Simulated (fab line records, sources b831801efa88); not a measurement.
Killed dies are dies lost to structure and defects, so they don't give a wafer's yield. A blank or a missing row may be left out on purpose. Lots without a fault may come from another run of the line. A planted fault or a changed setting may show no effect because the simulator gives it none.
Which tool did it? | flow sky130 | 9 lots, 27 wafers sampled, at 6 steps of a route of 708

WHAT THE GAUGES READ, wafer by wafer
SKY_VIA2_THK_MEAS_01.
lot  | measured     | on            | VIA2_HDPCVD_THK (nm)
L632 | day 35 21:52 | film_metro-03 | 1205 1184 1196
L636 | day 36 23:19 | film_metro-03 | 1180 1186 1194
L646 | day 40 07:02 | film_metro-04 | 1187 1184 1176
L650 | day 41 07:28 | film_metro-01 | 1176 1157 1192
L651 | day 41 13:05 | film_metro-01 | 1179 1171 1167
L653 | day 41 21:49 | film_metro-01 | 1187 1187 1187
L654 | day 42 02:23 | film_metro-01 | 1163 1177 1181

WHICH TOOL RAN EACH LOT (tool, then ch and the chambers of the sampled wafers, then the start)
lot  | SKY_VIA1_CMP_24               | SKY_METAL2_SPUTTER_02        | SKY_METAL2_ETCH_18                | SKY_METAL2_METAL_ETCH_19          | SKY_METAL2_STRIP_20
L632 | cmp-02 ch 0,2,3, day 34 17:55 | pvd_sputter-04, day 34 18:07 | rie_metal-02 ch 0,1, day 35 20:54 | rie_metal-02 ch 0,1, day 35 20:58 | plasma_asher-02 ch 0,1, day 35 21:04
L636 | cmp-01 ch 1,2,3, day 35 19:38 | pvd_sputter-01, day 35 19:53 | rie_metal-02 ch 0,1, day 36 22:02 | rie_metal-02 ch 0,1, day 36 22:07 | plasma_asher-02 ch 0,1, day 36 22:12
L642 | cmp-01 ch 1,2,3, day 37 13:29 | pvd_sputter-02, day 37 13:50 | rie_metal-02 ch 0,1, day 38 15:39 | rie_metal-02 ch 0,1, day 38 15:43 | plasma_asher-02 ch 0,1, day 38 15:48
L643 | cmp-01 ch 0,1,2, day 38 05:45 | pvd_sputter-01, day 38 05:57 | rie_metal-02 ch 0, day 39 07:28   | rie_metal-02 ch 0, day 39 07:37   | plasma_asher-04 ch 0,1, day 39 07:46
L646 | cmp-02 ch 0,1,2, day 39 05:10 | pvd_sputter-02, day 39 05:31 | rie_metal-01 ch 0,1, day 40 06:05 | rie_metal-01 ch 0,1, day 40 06:10 | plasma_asher-03 ch 0,1, day 40 06:15
L650 | cmp-02 ch 0,1,2, day 40 05:21 | pvd_sputter-04, day 40 05:39 | rie_metal-04 ch 0,1, day 41 06:31 | rie_metal-04 ch 0,1, day 41 06:35 | plasma_asher-02 ch 0,1, day 41 06:41
L651 | cmp-01 ch 0,1,3, day 40 10:53 | pvd_sputter-01, day 40 11:07 | rie_metal-01 ch 0,1, day 41 12:09 | rie_metal-01 ch 0,1, day 41 12:13 | plasma_asher-03 ch 0,1, day 41 12:18
L653 | cmp-02 ch 1,3, day 40 20:29   | pvd_sputter-04, day 40 20:47 | rie_metal-01 ch 0,1, day 41 20:56 | rie_metal-01 ch 0,1, day 41 21:01 | plasma_asher-03 ch 0,1, day 41 21:06
L654 | cmp-02 ch 0,1,2, day 41 01:00 | pvd_sputter-04, day 41 01:15 | rie_metal-04 ch 0,1, day 42 01:31 | rie_metal-04 ch 0,1, day 42 01:35 | plasma_asher-03 ch 0,1, day 42 01:41
- SKY_VIA1_CMP_24: polishes, stops on SiO2, t overpolish 15 s, target thk 0 nm.
- SKY_METAL2_SPUTTER_02: material AlCu, target thk 250 nm, time 13.3 s.
- SKY_METAL2_ETCH_18: etches BARC in N2/H2, stops on SiO2, time 45.9 s, target depth 60 nm.
- SKY_METAL2_METAL_ETCH_19: etches the open film in Cl2/BCl3, stops on SiO2, target depth 360 nm, time 78 s.
- SKY_METAL2_STRIP_20: strips in O2/N2.

THE ANSWER, worked out from the rows above alone
Rule: what is usual is taken from the lots themselves. Put in order of their means at a reading, lots are off if they are a third of the lots or fewer, leave a main group of 4 or more, and stand apart from it by a gap of 3 or more times the standard deviation of the main group's means; of several such gaps the widest counts. A main group whose means are all the same, to the digits that the tables above print for the reading, isn't used. A lot without any number at a reading at which 4 lots or more have one is off too. The other lots that the step has rows for count as sound.
No lot is off at any reading shown: from this, nothing can be told.

WHAT THE SIMULATOR HAD PUT IN
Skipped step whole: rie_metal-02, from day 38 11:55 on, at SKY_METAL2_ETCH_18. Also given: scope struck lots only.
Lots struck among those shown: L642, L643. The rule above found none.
